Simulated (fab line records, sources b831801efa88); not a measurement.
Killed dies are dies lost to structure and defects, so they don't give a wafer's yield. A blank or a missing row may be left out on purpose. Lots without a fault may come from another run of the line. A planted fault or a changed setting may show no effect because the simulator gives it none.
Chamber matching | flow sky130 | SKY_PASSIVATION_CVD_02 on pecvd-02: 3 sister chambers
The step deposits Si3N4, target thk 540 nm. 3 wafers are shown with their chamber, then 8 later ones without.

WAFERS WITH THEIR CHAMBER
wafer  | chamber | heater_power_w (W)
L638.6 | 1       | 595
L643.3 | 0       | 976
L644.4 | 2       | 700

WAFERS WITHOUT THEIR CHAMBER
wafer  | heater_power_w (W)
L644.5 | 686
L644.6 | 998
L645.1 | 680
L645.3 | 922
L645.6 | 970
L648.1 | 957
L648.2 | 705
L648.3 | 593

WHICH CHAMBER EACH WENT THROUGH
wafer  | from the rows above | in truth
L644.5 | 2                   | 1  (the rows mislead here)
L644.6 | 0                   | 0
L645.1 | 2                   | 2
L645.3 | 0                   | 0
L645.6 | 0                   | 0
L648.1 | 0                   | 0
L648.2 | 2                   | 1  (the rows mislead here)
L648.3 | 1                   | 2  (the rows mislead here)
Placed correctly: 5 of 8. Can't be placed from these rows: 0. Placed wrongly: 3.
How it was worked out, from the rows above alone: a wafer's distance from a chamber is the root of the sum, over the readings, of the square of ((its reading less the chamber's mean) divided by the reading's scatter). The wafer belongs to the nearest chamber; if the next one is less than 2 further off, it can't be placed. A chamber's mean is the mean of its shown wafers. The scatter: with one shown wafer a chamber, the root of the mean of the squares of how far each hidden wafer lies from its nearest shown one.
